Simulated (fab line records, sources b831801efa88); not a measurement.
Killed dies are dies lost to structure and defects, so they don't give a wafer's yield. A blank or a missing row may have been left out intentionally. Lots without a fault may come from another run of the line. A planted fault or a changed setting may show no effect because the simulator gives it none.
Which tool was responsible? ; flow sky130 ; Sampling: 14 lots, 42 wafers, 7 of 708 route steps

== WHAT THE GAUGES SHOWED, per wafer ==
The record lacks any reading of a measuring or inspecting step that a usual standard deviation could be used to judge.

== TOOL THAT RAN EACH LOT (tool first, then ch and the chambers of the sampled wafers, then the start) ==
lot;SKY_LDD_HVP_STRIP_09;SKY_VIA1_ETCH_14;SKY_VIA1_ETCH_15;SKY_VIA1_STRIP_16;SKY_METAL2_SPUTTER_00;SKY_METAL3_SPUTTER_03;SKY_METAL3_ETCH_16
L672;plasma-asher-02 ch 0,1, day 21 22:26;rie-diel-03 ch 0,1,2, day 34 07:20;rie-diel-03 ch 0,1,2, day 34 07:23;plasma-asher-01 ch 0,1, day 34 07:26;pvd-sputter-01, day 34 08:39;pvd-sputter-03, day 36 16:44;rie-metal-02 ch 1, day 38 21:39
L673;plasma-asher-01 ch 0,1, day 22 02:13;rie-diel-03 ch 0,1,2, day 34 09:33;rie-diel-03 ch 0,1,2, day 34 09:35;plasma-asher-04 ch 0,1, day 34 09:38;pvd-sputter-02, day 34 10:52;pvd-sputter-01, day 36 18:44;rie-metal-03 ch 0,1, day 38 23:20
L674;plasma-asher-01 ch 0,1, day 22 15:29;rie-diel-03 ch 1,2,3, day 34 21:06;rie-diel-03 ch 1,2,3, day 34 21:08;plasma-asher-03 ch 0,1, day 34 21:11;pvd-sputter-03, day 34 22:25;pvd-sputter-04, day 37 06:34;rie-metal-04 ch 0,1, day 39 11:02
L675;plasma-asher-03 ch 1, day 23 00:55;rie-diel-03 ch 0,1, day 35 06:30;rie-diel-03 ch 0,1, day 35 06:32;plasma-asher-01 ch 0,1, day 35 06:35;pvd-sputter-03, day 35 07:53;pvd-sputter-01, day 37 14:46;rie-metal-02 ch 0, day 39 18:35
L684;plasma-asher-01 ch 0,1, day 26 04:02;rie-diel-02 ch 0,1,2, day 38 00:30;rie-diel-02 ch 0,1,2, day 38 00:32;plasma-asher-04 ch 0,1, day 38 00:35;pvd-sputter-03, day 38 01:52;pvd-sputter-03, day 40 07:23;rie-metal-04 ch 0,1, day 42 09:04
L685;plasma-asher-02 ch 0,1, day 26 14:02;rie-diel-03 ch 1,2, day 38 07:29;rie-diel-03 ch 1,2, day 38 07:32;plasma-asher-03 ch 0,1, day 38 07:35;pvd-sputter-01, day 38 08:51;pvd-sputter-01, day 40 14:00;rie-metal-02 ch 0,1, day 42 14:58
L686;plasma-asher-01 ch 0,1, day 26 23:55;rie-diel-03 ch 2,3, day 38 20:11;rie-diel-03 ch 2,3, day 38 20:14;plasma-asher-04 ch 0,1, day 38 20:17;pvd-sputter-03, day 38 21:35;pvd-sputter-03, day 41 02:36;rie-metal-02 ch 0,1, day 43 02:38
L687;plasma-asher-03 ch 0,1, day 27 02:52;rie-diel-04 ch 0,3, day 38 20:48;rie-diel-04 ch 0,3, day 38 20:50;plasma-asher-01 ch 0,1, day 38 20:53;pvd-sputter-01, day 38 22:10;pvd-sputter-03, day 41 03:18;rie-metal-02 ch 0,1, day 43 04:08
L688;plasma-asher-03 ch 0,1, day 27 06:57;rie-diel-03 ch 0,3, day 38 21:12;rie-diel-03 ch 0,3, day 38 21:14;plasma-asher-03 ch 0,1, day 38 21:19;pvd-sputter-03, day 38 22:37;pvd-sputter-01, day 41 03:42;rie-metal-02 ch 0,1, day 43 04:34
L689;plasma-asher-01 ch 0,1, day 27 13:56;rie-diel-04 ch 0,2,3, day 39 06:18;rie-diel-04 ch 0,2,3, day 39 06:20;plasma-asher-03 ch 0,1, day 39 06:23;pvd-sputter-01, day 39 07:47;pvd-sputter-01, day 41 11:50;rie-metal-04 ch 0,1, day 43 12:41
L690;plasma-asher-02 ch 0,1, day 28 04:23;rie-diel-03 ch 0,1, day 39 20:57;rie-diel-03 ch 0,1, day 39 20:59;plasma-asher-01 ch 0,1, day 39 21:02;pvd-sputter-02, day 39 22:20;pvd-sputter-01, day 42 01:43;rie-metal-04 ch 0,1, day 44 01:20
L692;plasma-asher-03 ch 0,1, day 28 17:50;rie-diel-03 ch 0,3, day 40 07:15;rie-diel-03 ch 0,3, day 40 07:17;plasma-asher-03 ch 0,1, day 40 07:20;pvd-sputter-02, day 40 08:39;pvd-sputter-01, day 42 12:08;rie-metal-03 ch 1, day 44 10:21
L693;plasma-asher-03 ch 0,1, day 29 05:02;rie-diel-02 ch 0,2, day 40 19:02;rie-diel-02 ch 0,2, day 40 19:05;plasma-asher-03 ch 0,1, day 40 19:08;pvd-sputter-01, day 40 20:23;pvd-sputter-01, day 43 00:35;rie-metal-03 ch 1, day 44 23:08
L695;plasma-asher-03 ch 0,1, day 29 18:13;rie-diel-02 ch 0,1,2, day 41 04:09;rie-diel-02 ch 0,1,2, day 41 04:11;plasma-asher-03 ch 0,1, day 41 04:14;pvd-sputter-03, day 41 05:49;pvd-sputter-03, day 43 09:07;rie-metal-03 ch 1, day 45 06:02
- SKY_LDD_HVP_STRIP_09: strips in O2/N2.
- SKY_VIA1_ETCH_14: etches BARC in N2/H2, stops on SiO2, time 45.9 s, target depth 60 nm.
- SKY_VIA1_ETCH_15: etches SiO2 in C4F8/O2/Ar, stops on TiN, target depth 351 nm, time 54 s.
- SKY_VIA1_STRIP_16: strips in O2/N2.
- SKY_METAL2_SPUTTER_00: material Ti, target thk 15 nm, time 10 s.
- SKY_METAL3_SPUTTER_03: material Ti, target thk 5 nm, time 3.3 s.
- SKY_METAL3_ETCH_16: etches BARC in N2/H2, stops on SiO2, time 88.2 s, target depth 60 nm.

== AS READ BY THE TOOLS THEMSELVES (means over the sampled wafers that have a number; for cases with no such wafer, the mark the record gives instead) ==
SKY_LDD_HVP_STRIP_09.
lot;tool;chamber-pressure-mTorr (mTorr);drypump-motor-current-A (A);oes-product-au (a.u.);strip-time-to-endpoint-s (s)
L672;plasma-asher-02;1501.4;5.1;0.403;4.133
L673;plasma-asher-01;1499.3;5.6;0.409;4.127
L674;plasma-asher-01;1500.3;5.5;0.410;4.137
L675;plasma-asher-03;1499.5;5.9;0.411;4.142
L684;plasma-asher-01;1501.3;5.7;0.407;4.137
L685;plasma-asher-02;1501.0;5.2;0.406;4.115
L686;plasma-asher-01;1499.1;5.8;0.413;4.137
L687;plasma-asher-03;1499.8;6.0;0.410;4.146
L688;plasma-asher-03;1500.5;6.0;0.410;4.132
L689;plasma-asher-01;1500.6;5.8;0.404;4.126
L690;plasma-asher-02;1500.3;5.2;0.406;4.135
L692;plasma-asher-03;1498.9;6.0;0.407;4.131
L693;plasma-asher-03;1499.4;6.0;0.406;4.120
L695;plasma-asher-03;1501.1;6.1;0.406;4.146

SKY_VIA1_ETCH_14.
lot;tool;chamber-pressure-mTorr (mTorr);drypump-motor-current-A (A);h2-flow-sccm (sccm);oes-product-au (a.u.);run-length-s (s);throttle-valve-pct (%)
L672;rie-diel-03;29.983;5.6;200.0;0.851;74.0;13.228
L673;rie-diel-03;30.011;5.7;200.1;0.854;74.0;13.225
L674;rie-diel-03;30.008;6.1;200.3;0.902;69.9;13.236
L675;rie-diel-03;30.017;5.2;200.0;0.906;69.4;13.228
L684;rie-diel-02;30.007;5.6;200.0;0.853;74.4;13.222
L685;rie-diel-03;30.024;6.2;199.1;0.858;74.1;13.221
L686;rie-diel-03;30.002;6.4;200.2;0.858;74.5;13.232
L687;rie-diel-04;30.002;5.7;199.7;0.854;74.1;13.220
L688;rie-diel-03;29.984;5.5;200.2;0.856;74.1;13.224
L689;rie-diel-04;29.985;6.0;200.2;0.853;74.0;13.238
L690;rie-diel-03;29.992;5.2;200.0;0.855;74.0;13.221
L692;rie-diel-03;30.031;5.9;199.6;0.853;74.4;13.229
L693;rie-diel-02;30.017;5.9;199.8;0.856;74.2;13.233
L695;rie-diel-02;30.007;5.6;200.1;0.857;74.5;13.227

SKY_VIA1_ETCH_15.
lot;tool;chamber-pressure-mTorr (mTorr);oes-product-au (a.u.);run-length-s (s)
L672;rie-diel-03;40.02;0.980;82.2
L673;rie-diel-03;39.98;0.981;82.4
L674;rie-diel-03;39.97;0.782;82.3
L675;rie-diel-03;39.97;0.782;81.9
L684;rie-diel-02;39.98;0.987;82.6
L685;rie-diel-03;39.99;0.981;82.2
L686;rie-diel-03;40.01;0.989;82.8
L687;rie-diel-04;40.02;0.986;82.3
L688;rie-diel-03;40.02;0.979;82.3
L689;rie-diel-04;40.00;0.980;82.0
L690;rie-diel-03;39.99;0.977;82.0
L692;rie-diel-03;39.99;0.980;82.7
L693;rie-diel-02;39.99;0.989;82.5
L695;rie-diel-02;39.99;0.986;82.7

SKY_VIA1_STRIP_16.
lot;tool;chamber-pressure-mTorr (mTorr);drypump-motor-current-A (A);oes-product-au (a.u.);strip-time-to-endpoint-s (s)
L672;plasma-asher-01;1501.8;5.6;0.414;4.452
L673;plasma-asher-04;1500.2;5.2;0.415;4.455
L674;plasma-asher-03;1499.5;6.1;0.413;4.502
L675;plasma-asher-01;1501.2;5.6;0.419;4.493
L684;plasma-asher-04;1500.5;5.2;0.413;4.469
L685;plasma-asher-03;1500.8;6.0;0.418;4.442
L686;plasma-asher-04;1500.0;5.2;0.416;4.438
L687;plasma-asher-01;1500.2;5.6;0.415;4.422
L688;plasma-asher-03;1501.5;6.0;0.415;4.439
L689;plasma-asher-03;1500.1;6.0;0.410;4.427
L690;plasma-asher-01;1498.8;5.6;0.418;4.440
L692;plasma-asher-03;1500.4;6.0;0.414;4.441
L693;plasma-asher-03;1500.3;6.0;0.416;4.432
L695;plasma-asher-03;1500.3;6.0;0.416;4.430

SKY_METAL2_SPUTTER_00.
lot;tool;chamber-pressure-pa (Pa);throttle-valve-pct (%)
L672;pvd-sputter-01;0.3997;29.8
L673;pvd-sputter-02;0.4003;29.6
L674;pvd-sputter-03;0.3995;29.4
L675;pvd-sputter-03;0.4005;28.2
L684;pvd-sputter-03;0.3999;29.6
L685;pvd-sputter-01;0.3997;30.4
L686;pvd-sputter-03;0.4001;28.9
L687;pvd-sputter-01;0.4000;29.8
L688;pvd-sputter-03;0.4015;30.1
L689;pvd-sputter-01;0.4013;29.1
L690;pvd-sputter-02;0.3995;29.5
L692;pvd-sputter-02;0.4005;29.6
L693;pvd-sputter-01;0.4000;29.7
L695;pvd-sputter-03;0.3997;29.5

SKY_METAL3_SPUTTER_03.
lot;tool;chamber-pressure-pa (Pa);throttle-valve-pct (%)
L672;pvd-sputter-03;0.4007;29.2
L673;pvd-sputter-01;0.4003;30.4
L674;pvd-sputter-04;0.3997;29.6
L675;pvd-sputter-01;0.3996;30.4
L684;pvd-sputter-03;0.3998;30.2
L685;pvd-sputter-01;0.3995;30.0
L686;pvd-sputter-03;0.4004;28.8
L687;pvd-sputter-03;0.4000;29.4
L688;pvd-sputter-01;0.3998;29.7
L689;pvd-sputter-01;0.4005;30.9
L690;pvd-sputter-01;0.3994;29.2
L692;pvd-sputter-01;0.4000;29.1
L693;pvd-sputter-01;0.4004;30.6
L695;pvd-sputter-03;0.4002;29.3

SKY_METAL3_ETCH_16.
lot;tool;chamber-pressure-mTorr (mTorr);drypump-motor-current-A (A);h2-flow-sccm (sccm);oes-product-au (a.u.);run-length-s (s);throttle-valve-pct (%)
L672;rie-metal-02;30.009;5.57;200.7;0.621;117.1;13.198
L673;rie-metal-03;30.034;6.24;200.1;0.626;116.5;13.204
L674;rie-metal-04;30.011;5.79;199.9;0.627;116.0;13.215
L675;rie-metal-02;29.993;6.00;200.6;0.621;116.0;13.215
L684;rie-metal-04;30.032;5.80;199.5;0.627;116.2;13.203
L685;rie-metal-02;30.024;5.86;200.1;0.628;116.5;13.210
L686;rie-metal-02;30.029;5.86;200.5;0.624;116.5;13.205
L687;rie-metal-02;30.009;5.87;199.7;0.626;116.4;13.214
L688;rie-metal-02;30.026;5.71;200.3;0.627;116.6;13.211
L689;rie-metal-04;30.020;5.81;200.1;0.623;116.1;13.203
L690;rie-metal-04;30.023;5.81;199.3;0.625;115.8;13.207
L692;rie-metal-03;30.009;6.46;200.1;0.625;116.6;13.205
L693;rie-metal-03;30.004;6.43;199.6;0.625;120.0;13.203
L695;rie-metal-03;30.000;6.43;199.9;0.627;120.0;13.201

== THE ANSWER, worked out from the rows above alone ==
Rule: usual is defined by the lots themselves. The widest of any qualifying gaps counts: lots, ordered by their means at a reading, are off when they make up no more than a third of the lots, leave a main group of 4 or more, and stand apart from it by 3 or more times the standard deviation of that group's means. A main group is skipped when, at the precision printed for the reading in the tables above, its means are all equal. Also off: a lot with no number at a reading for which 4 or more lots have one. The other lots that the step has rows for count as sound. After the gauges, taken in route order, come the tools' own readings; for these a lot's mean is taken, as printed above. The first step at which some lot is off is used, and at that step the reading that is off furthest; a lot without a number counts as furthest.
Off: L674, L675 (SKY_VIA1_ETCH_14, run-length-s). Mean 74.2 s and standard deviation 0.19 in the main group.
If a tool, at that step or one of the process steps before it, ran each lot that is off and ran no sound lot following the first of them, it fits. Of those tried, none fits.

== WHAT THE SIMULATOR HAD PUT IN ==
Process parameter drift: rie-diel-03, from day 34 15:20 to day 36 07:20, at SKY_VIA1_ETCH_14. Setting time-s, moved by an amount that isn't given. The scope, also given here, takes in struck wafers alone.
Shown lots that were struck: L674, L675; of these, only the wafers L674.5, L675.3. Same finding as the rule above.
